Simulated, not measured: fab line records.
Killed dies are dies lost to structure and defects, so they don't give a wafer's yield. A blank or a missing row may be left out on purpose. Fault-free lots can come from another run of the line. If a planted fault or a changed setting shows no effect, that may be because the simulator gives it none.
fab line records	flow sky130
record: lots: 11	wafers: 33	lastDay: 50
route steps=708 shown DNWELL@39 PWDE@55 METAL2@483 VIA3@589 PAD_OPEN@708
lots that met no fault: from a run of the same line without faults
startH: hours from the record's opening day to when the first of the lot's shown wafers began	waitH: how many hours have passed since the lot's step before this one	" as in the row above	L1.1+2: one row covering several wafers at once	- no value present, or no start provided	* or withheld: withheld	< > ~ a bound
route shown NAME@n: names a module that has steps shown in the file, with the first one's number in the route	usual: mean/standard deviation taken from wafers without a fault	same: alike in all rows	chamber/n: place in a boat	sites: the reading at each site	_std_site: the standard deviation of these	_edge_site: mean of outer sites minus mean of inner sites	radiusMm: how far each site lies from the wafer's centre	mask NAME#n: copy n	behind: tool/chamber where the wafer was last shaped	hold: reason for holding the lot/hours on hold/outcome of the hold	device: the transistor (n, p or np) that didn't switch	end of line: the same wafers' tests at the end of the route	for a step that has no rows: nothing shown but its recipe	killed: not the wafer's yield, but the dies lost to structure and defects at the first sort	map: per-die view of a wafer (x killed, . not killed, _ where there is no die)
set.NAME: setting as actually run; set.NAME@STEP: the setting as run at that earlier step	model.NAME: the simulator's own value behind a step, which no gauge read
the route's steps for a sample of lots (tables are steps, rows are wafers)
services: from which hour (startH, from the record's first day; less than 0 if before it) a tool's chamber was out of use, for how many hours, and why
== steps ==
step: SKY_DNWELL_EXPOSE_04
recipe: maskId: DNM	na: 0.57	targetCdNm: 3000	doseMj: 222
usual: stageVelMmS: 499.99/0.25
lot.wafer	tool	chamber	startH	waitH	mask	stageVelMmS
L924.2	ilineStepper-02	0	48.44	-	DNM#0	499.91
L924.5	"	0	"	"	DNM#0	500.38
L924.6	"	0	"	"	DNM#0	499.96
L925.3	ilineStepper-01	0	57.46	-	DNM#0	499.64
L925.5	"	0	"	"	DNM#0	499.74
L925.6	"	0	"	"	DNM#0	499.76
L928.2	ilineStepper-02	0	67.09	-	DNM#0	499.95
L928.4	"	0	"	"	DNM#0	500.08
L928.6	"	0	"	"	DNM#0	500.50
L929.1	ilineStepper-01	0	71.90	-	DNM#0	500.06
L929.3	"	0	"	"	DNM#0	499.84
L929.6	"	0	"	"	DNM#0	500.19
L931.1	ilineStepper-02	0	81.76	-	DNM#0	499.63
L931.2	"	0	"	"	DNM#0	500.03
L931.5	"	0	"	"	DNM#0	500.10
L932.1	ilineStepper-01	0	86.10	-	DNM#0	500.34
L932.5	"	0	"	"	DNM#0	500.43
L932.6	"	0	"	"	DNM#0	500.51
L933.1	ilineStepper-02	0	92.00	-	DNM#0	500.47
L933.3	"	0	"	"	DNM#0	499.81
L933.6	"	0	"	"	DNM#0	499.90
L934.4	ilineStepper-02	0	95.60	-	DNM#0	500.02
L934.5	"	0	"	"	DNM#0	499.91
L934.6	"	0	"	"	DNM#0	500.11
L937.1	ilineStepper-01	0	118.71	-	PWDEM#0	499.46
L937.5	"	0	"	"	PWDEM#0	499.67
L937.6	"	0	"	"	PWDEM#0	499.55
L943.3	ilineStepper-01	0	148.81	-	DNM#0	500.06
L943.4	"	0	"	"	DNM#0	500.10
L943.6	"	0	"	"	DNM#0	500.24
L947.3	ilineStepper-02	0	165.58	-	DNM#0	500.06
L947.5	"	0	"	"	DNM#0	499.77
L947.6	"	0	"	"	DNM#0	499.65
step: SKY_DNWELL_TW_MEAS_09
usual: DNWELL_TW: 1121/11
lot.wafer	tool	chamber	startH	waitH	DNWELL_TW
L924.2	filmMetro-03	-	55.65	0.1	1113
L924.5	"	-	"	"	1113
L924.6	"	-	"	"	1107
L925.3	filmMetro-03	-	66.13	0.1	1112
L925.5	"	-	"	"	1116
L925.6	"	-	"	"	1112
L928.2	filmMetro-02	-	75.07	0.1	1133
L928.4	"	-	"	"	1130
L928.6	"	-	"	"	1124
L929.1	filmMetro-02	-	79.81	0.1	1133
L929.3	"	-	"	"	1125
L929.6	"	-	"	"	1128
L931.1	filmMetro-02	-	90.64	0.1	1129
L931.2	"	-	"	"	1129
L931.5	"	-	"	"	1135
L932.1	filmMetro-03	-	94.42	0.1	1118
L932.5	"	-	"	"	1123
L932.6	"	-	"	"	1113
L933.1	filmMetro-04	-	100.87	0.1	1110
L933.3	"	-	"	"	1112
L933.6	"	-	"	"	1110
L934.4	filmMetro-02	-	104.65	0.1	1138
L934.5	"	-	"	"	1135
L934.6	"	-	"	"	1133
L937.1	filmMetro-03	-	128.34	0.1	30
L937.5	"	-	"	"	30
L937.6	"	-	"	"	30
L943.3	filmMetro-03	-	158.39	0.1	1117
L943.4	"	-	"	"	1114
L943.6	"	-	"	"	1121
L947.3	filmMetro-04	-	175.51	0.1	1106
L947.5	"	-	"	"	1110
L947.6	"	-	"	"	1107
step: SKY_PWDE_TW_MEAS_10
usual: PWDE_TW: 376/3.3
lot.wafer	tool	chamber	startH	waitH	PWDE_TW
L924.2	filmMetro-04	-	71.42	0.1	370
L924.5	"	-	"	"	372
L924.6	"	-	"	"	374
L925.3	filmMetro-03	-	82.21	0.1	374
L925.5	"	-	"	"	377
L925.6	"	-	"	"	375
L928.2	filmMetro-02	-	92.52	0.1	377
L928.4	"	-	"	"	376
L928.6	"	-	"	"	379
L929.1	filmMetro-04	-	97.06	0.1	375
L929.3	"	-	"	"	375
L929.6	"	-	"	"	375
L931.1	filmMetro-04	-	107.66	0.1	374
L931.2	"	-	"	"	373
L931.5	"	-	"	"	372
L932.1	filmMetro-04	-	111.50	0.1	373
L932.5	"	-	"	"	374
L932.6	"	-	"	"	374
L933.1	filmMetro-04	-	118.41	0.1	371
L933.3	"	-	"	"	375
L933.6	"	-	"	"	374
L934.4	filmMetro-03	-	121.79	0.1	373
L934.5	"	-	"	"	373
L934.6	"	-	"	"	373
L937.1	filmMetro-04	-	147.79	0.1	1128
L937.5	"	-	"	"	1125
L937.6	"	-	"	"	1132
L943.3	filmMetro-02	-	178.41	0.1	379
L943.4	"	-	"	"	376
L943.6	"	-	"	"	380
L947.3	filmMetro-02	-	196.73	0.1	381
L947.5	"	-	"	"	381
L947.6	"	-	"	"	379
step: SKY_METAL2_SPUTTER_00
recipe: material: Ti	targetThkNm: 15	powerW: 3000	timeS: 10	chamberPressurePa: 0.4
usual: throttleValvePct: 29.8/0.96
lot.wafer	tool	chamber	startH	waitH	throttleValvePct
L924.2	pvdSputter-04	-	793.35	0.2	30.2
L924.5	"	-	"	"	29.6
L924.6	"	-	"	"	30.7
L925.3	pvdSputter-04	-	810.07	0.1	30.4
L925.5	"	-	"	"	29.6
L925.6	"	-	"	"	30.7
L928.2	pvdSputter-01	-	824.19	0.1	29.8
L928.4	"	-	"	"	28.2
L928.6	"	-	"	"	29.8
L929.1	pvdSputter-01	-	835.84	0.1	30.1
L929.3	"	-	"	"	29.6
L929.6	"	-	"	"	28.4
L931.1	pvdSputter-01	-	848.13	0.2	28.4
L931.2	"	-	"	"	29.7
L931.5	"	-	"	"	30.2
L932.1	pvdSputter-02	-	854.25	0.2	27.5
L932.5	"	-	"	"	30.5
L932.6	"	-	"	"	28.2
L933.1	pvdSputter-04	-	865.08	0.1	30.5
L933.3	"	-	"	"	30.7
L933.6	"	-	"	"	30.8
L934.4	pvdSputter-04	-	869.63	0.1	30.6
L934.5	"	-	"	"	30.5
L934.6	"	-	"	"	30.6
L937.1	pvdSputter-04	-	902.80	0.1	30.9
L937.5	"	-	"	"	30.6
L937.6	"	-	"	"	30.7
L943.3	pvdSputter-04	-	941.60	0.2	30.6
L943.4	"	-	"	"	30.4
L943.6	"	-	"	"	30.8
L947.3	pvdSputter-04	-	961.20	0.1	30.6
L947.5	"	-	"	"	29.5
L947.6	"	-	"	"	30.9
step: SKY_METAL2_RS_MEAS_05
recipe: thkMeasGauge: four-point-probe	reads: TiN_of_METAL2_SPUTTER_04+Ti_of_METAL2_SPUTTER_03+AlCu_of_METAL2_SPUTTER_02+TiN_of_METAL2_SPUTTER_01+Ti_of_METAL2_SPUTTER_00
usual: METAL2_ALCU_RS: 0.1269/0.0013
lot.wafer	tool	chamber	startH	waitH	METAL2_ALCU_RS[ohm/sq]
L924.2	filmMetro-01	-	793.51	0.0	0.1262
L924.5	"	-	"	"	0.1276
L924.6	"	-	"	"	0.1260
L925.3	filmMetro-01	-	810.25	0.1	0.1273
L925.5	"	-	"	"	0.1275
L925.6	"	-	"	"	0.1278
L928.2	filmMetro-03	-	824.35	0.0	0.1285
L928.4	"	-	"	"	0.1277
L928.6	"	-	"	"	0.1287
L929.1	filmMetro-03	-	835.98	0.0	0.1275
L929.3	"	-	"	"	0.1275
L929.6	"	-	"	"	0.1274
L931.1	filmMetro-03	-	848.26	0.0	0.1263
L931.2	"	-	"	"	0.1270
L931.5	"	-	"	"	0.1280
L932.1	filmMetro-03	-	854.39	0.0	0.1267
L932.5	"	-	"	"	0.1265
L932.6	"	-	"	"	0.1261
L933.1	filmMetro-02	-	865.22	0.0	0.1262
L933.3	"	-	"	"	0.1244
L933.6	"	-	"	"	0.1257
L934.4	filmMetro-02	-	869.83	0.1	0.1248
L934.5	"	-	"	"	0.1249
L934.6	"	-	"	"	0.1243
L937.1	filmMetro-03	-	902.94	0.0	0.1263
L937.5	"	-	"	"	0.1269
L937.6	"	-	"	"	0.1264
L943.3	filmMetro-01	-	941.78	0.1	0.1255
L943.4	"	-	"	"	0.1268
L943.6	"	-	"	"	0.1256
L947.3	filmMetro-01	-	961.38	0.1	0.1289
L947.5	"	-	"	"	0.1264
L947.6	"	-	"	"	0.1262
step: SKY_VIA3_STRIP_16
recipe: chemistry: O2/N2	powerW: 1400	pressureMtorr: 1500	platenTempC: withheld	o2FlowSccm: 3000	n2FlowSccm: 300	overashFraction: 0.5
usual: drypumpMotorCurrentA: 6.1/0.57	oesProductAu: 0.402/0.0047	stripTimeToEndpointS: 4.13/0.03
lot.wafer	tool	chamber	startH	waitH	drypumpMotorCurrentA	oesProductAu	rfHoursCounterH	stripTimeToEndpointS
L924.2	plasmaAsher-02	0	929.01	0.0	6.5	0.395	80	4.09
L924.5	"	1	"	"	4.9	0.398	-	4.13
L924.6	"	0	"	"	6.6	0.409	-	4.12
L925.3	plasmaAsher-02	0	943.88	0.1	6.5	0.409	-	4.14
L925.5	"	1	"	"	4.9	0.404	-	4.13
L925.6	"	0	"	"	6.6	0.408	-	4.18
L928.2	plasmaAsher-03	0	956.30	0.0	6.1	0.408	115	4.10
L928.4	"	0	"	"	6.1	0.404	-	4.14
L928.6	"	1	"	"	6.3	0.400	-	4.14
L929.1	plasmaAsher-03	0	967.51	0.0	6.1	0.414	116	4.12
L929.3	"	1	"	"	6.3	0.400	-	4.16
L929.6	"	1	"	"	6.3	0.397	-	4.16
L931.1	plasmaAsher-04	0	980.67	0.0	6.4	0.403	52	4.14
L931.2	"	1	"	"	6.4	0.403	52	4.18
L931.5	"	0	"	"	6.4	0.400	-	4.11
L932.1	plasmaAsher-03	1	983.35	0.0	6.3	0.400	118	4.11
L932.5	"	0	"	"	6.1	0.405	-	4.10
L932.6	"	1	"	"	6.3	0.395	-	4.09
L933.1	plasmaAsher-03	0	993.92	0.0	6.1	0.392	119	4.08
L933.3	"	1	"	"	6.3	0.412	-	4.14
L933.6	"	1	"	"	6.3	0.406	-	4.07
L934.4	plasmaAsher-03	1	1000.40	0.0	6.3	0.397	-	4.09
L934.5	"	1	"	"	6.3	0.404	-	4.13
L934.6	"	0	"	"	6.1	0.409	-	4.18
L937.1	plasmaAsher-02	1	1029.20	0.0	4.9	0.407	89	4.13
L937.5	"	1	"	"	4.9	0.402	-	4.18
L937.6	"	0	"	"	6.5	0.411	-	4.14
L943.3	plasmaAsher-02	0	1063.70	0.1	6.6	0.401	-	4.16
L943.4	"	1	"	"	4.9	0.397	-	4.12
L943.6	"	1	"	"	4.8	0.394	-	4.14
L947.3	plasmaAsher-04	1	1081.00	0.1	6.5	0.394	-	4.09
L947.5	"	1	"	"	6.4	0.399	-	4.09
L947.6	"	0	"	"	6.5	0.401	-	4.13
step: SKY_PAD_OPEN_PROBE_99
usual: killed_at_M0_to_M3: 43/7.6	killed_at_M4_up: 2.9/1.7	killedAtContacts: 24/5.5	killedAtFrontEnd: 15/4.2	killedAtOther: 0.3/0.52	killedDies: 86/9.4	killedOnRim: 17/4	killedOpen: 47/7	killedShort: 39/6.4
same: grossDies: 492	killedAtBackSide: 0
lot.wafer	tool	chamber	startH	waitH	killed_at_M0_to_M3	killed_at_M4_up	killedAtContacts	killedAtFrontEnd	killedAtOther	killedDies	killedOnRim	killedOpen	killedShort
L929.1	prober-01	-	1108.65	0.1	54	2	22	16	0	94	11	51	43
L929.3	prober-01	-	1108.75	0.2	43	3	23	21	0	90	17	56	34
L929.6	prober-01	-	1108.90	0.2	43	6	24	20	0	93	17	45	48
L931.1	prober-01	-	1120.98	0.1	53	1	15	16	1	86	18	41	44
L931.2	prober-01	-	1121.03	0.1	37	3	14	20	1	75	17	29	45
L931.5	prober-01	-	1121.18	0.2	48	2	27	10	1	88	17	52	35
L934.4	prober-02	-	1137.35	0.2	48	3	28	17	0	96	14	53	42
L934.5	prober-02	-	1137.40	0.2	42	5	20	18	0	85	12	43	41
L934.6	prober-02	-	1137.45	0.2	55	3	28	11	1	98	28	52	42
L937.1	prober-01	-	1158.83	0.1	35	4	16	437	0	492	96	37	31
L937.5	prober-01	-	1159.03	0.2	47	5	18	421	1	492	96	47	33
L937.6	prober-01	-	1159.08	0.2	45	5	20	422	0	492	96	40	36
killed by level:class
L929.1 VIA1:geometricParticle:open=13 VIA2:geometricParticle:open=7 LI_CONTACT:geometricParticle:open=6 CONTACT:geometricParticle:open=6 METAL1:geometricParticle:short=6 VIA1:geometricParticle:short=5 VIA3:geometricParticle:open=5 POLY_GATE:geometricParticle:open=4
L929.3 VIA2:geometricParticle:open=10 CONTACT:geometricParticle:open=8 VIA1:geometricParticle:open=8 POLY_GATE:geometricParticle:open=7 LI_CONTACT:geometricParticle:open=7 FIELD_ISO:geometricParticle:short=6 VIA3:geometricParticle:open=6 FIELD_ISO:geometricParticle:open=4
L929.6 CONTACT:geometricParticle:short=8 CONTACT:geometricParticle:open=8 VIA3:geometricParticle:open=8 POLY_GATE:geometricParticle:open=7 METAL3:geometricParticle:short=6 FIELD_ISO:geometricParticle:short=5 VIA2:geometricParticle:open=5 VIA1:geometricParticle:open=5
L931.1 METAL2:geometricParticle:short=9 METAL1:geometricParticle:short=7 CONTACT:geometricParticle:open=6 VIA1:geometricParticle:open=6 VIA2:geometricParticle:open=6 VIA2:geometricParticle:short=6 FIELD_ISO:geometricParticle:open=5 POLY_GATE:geometricParticle:open=5
L931.2 VIA1:geometricParticle:open=9 FIELD_ISO:geometricParticle:short=7 VIA1:geometricParticle:short=7 LOCAL_INTERCONNECT:geometricParticle:short=6 FIELD_ISO:geometricParticle:open=4 POLY_GATE:geometricParticle:short=4 METAL1:geometricParticle:short=4 VIA3:geometricParticle:short=3
L931.5 VIA1:geometricParticle:open=19 CONTACT:geometricParticle:open=7 LI_CONTACT:geometricParticle:open=6 LI_CONTACT:geometricParticle:short=5 VIA2:geometricParticle:open=5 LOCAL_INTERCONNECT:geometricParticle:short=5 METAL1:geometricParticle:short=5 VIA3:geometricParticle:open=5
L934.4 VIA1:geometricParticle:open=13 CONTACT:geometricParticle:open=9 METAL1:geometricParticle:short=8 LOCAL_INTERCONNECT:geometricParticle:short=7 VIA2:geometricParticle:open=7 FIELD_ISO:geometricParticle:open=5 METAL2:geometricParticle:short=5 FIELD_ISO:geometricParticle:short=4
L934.5 VIA1:geometricParticle:open=10 METAL2:geometricParticle:short=10 CONTACT:geometricParticle:open=8 LI_CONTACT:geometricParticle:open=7 FIELD_ISO:geometricParticle:short=5 VIA1:geometricParticle:short=5 METAL4:geometricParticle:short=4 VIA2:geometricParticle:open=4
L934.6 VIA1:geometricParticle:open=16 CONTACT:geometricParticle:open=10 VIA1:geometricParticle:short=9 LI_CONTACT:geometricParticle:open=8 VIA3:geometricParticle:open=8 METAL2:geometricParticle:short=6 FIELD_ISO:geometricParticle:open=4 FIELD_ISO:geometricParticle:short=4
L937.1 DNWELL:areaExpose=424 VIA1:geometricParticle:open=11 CONTACT:geometricParticle:open=6 VIA1:geometricParticle:short=5 VIA2:geometricParticle:open=5 FIELD_ISO:geometricParticle:short=4 LI_CONTACT:geometricParticle:open=4 LOCAL_INTERCONNECT:geometricParticle:short=4
L937.5 DNWELL:areaExpose=411 CONTACT:geometricParticle:open=11 VIA1:geometricParticle:open=11 VIA2:geometricParticle:open=10 METAL1:geometricParticle:short=7 METAL4:geometricParticle:short=5 FIELD_ISO:geometricParticle:open=4 VIA1:geometricParticle:short=4
L937.6 DNWELL:areaExpose=415 VIA1:geometricParticle:open=11 VIA2:geometricParticle:open=7 VIA1:geometricParticle:short=7 CONTACT:geometricParticle:open=6 METAL3:geometricParticle:short=6 LOCAL_INTERCONNECT:geometricParticle:short=4 CONTACT:geometricParticle:short=4
== services ==
tool	chamber	startH	hours	kind
ilineStepper-02	-	49.19	5.0	repair
pvdSputter-04	-	115.62	2.0	repair
ilineStepper-02	-	162.57	1.7	pm
pvdSputter-04	-	173.56	2.7	repair
ilineStepper-02	-	216.19	4.0	repair
ilineStepper-02	-	323.49	3.4	repair
pvdSputter-04	-	361.49	4.0	repair
pvdSputter-04	-	369.02	1.2	repair
ilineStepper-02	-	380.75	1.7	pm
pvdSputter-04	-	402.20	17.5	repair
ilineStepper-02	-	454.93	1.9	repair
ilineStepper-02	-	474.47	7.0	repair
ilineStepper-02	-	500.09	3.2	repair
pvdSputter-04	-	514.02	13.8	repair
pvdSputter-04	-	534.48	11.9	repair
pvdSputter-04	-	537.26	3.2	repair
pvdSputter-04	-	542.41	3.0	repair
pvdSputter-04	-	572.24	2.2	repair
pvdSputter-04	-	574.16	8.0	repair
ilineStepper-02	-	598.93	1.7	pm
ilineStepper-02	-	675.80	4.4	pm
ilineStepper-02	-	817.20	1.7	pm
pvdSputter-04	-	827.80	9.9	repair
pvdSputter-04	-	866.49	0.6	repair
== key ==
firstSign: step: SKY_DNWELL_EXPOSE_04	reading: mask	direction: changed
effect: step: SKY_DNWELL_TW_MEAS_09	reading: DNWELL_TW	direction: down	sigmas: 98	usual: 1121	struck: 30
effect: step: SKY_PWDE_TW_MEAS_10	reading: PWDE_TW	direction: up	sigmas: 99+	usual: 376	struck: 1129
effect: step: SKY_PAD_OPEN_PROBE_99	reading: killedAtFrontEnd	direction: up	sigmas: 98	usual: 15	struck: 427
moreKillsBornAt: SKY_DNWELL_EXPOSE_04@ilineStepper-01: 1250
metAt SKY_DNWELL_EXPOSE_04
struckLots L937
testerLeftOut L937
notActingAt SKY_METAL2_SPUTTER_00,SKY_METAL2_RS_MEAS_05,SKY_VIA3_STRIP_16
onsetBetween 86.10 118.71
fault: kind: wrongMask	tool: any	chamber: -	onsetH: 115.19	steps: SKY_DNWELL_EXPOSE_04	auxCopy: PWDEM#0	scope: struckLotsOnly
testerLeftOut: of these lots the tester's yield and bins aren't shown, on N5 and GAA mostly nor the transistor test; their killed dies are dies lost to structure and defects alone, not to doping, threshold or leakage, so they don't give the yield
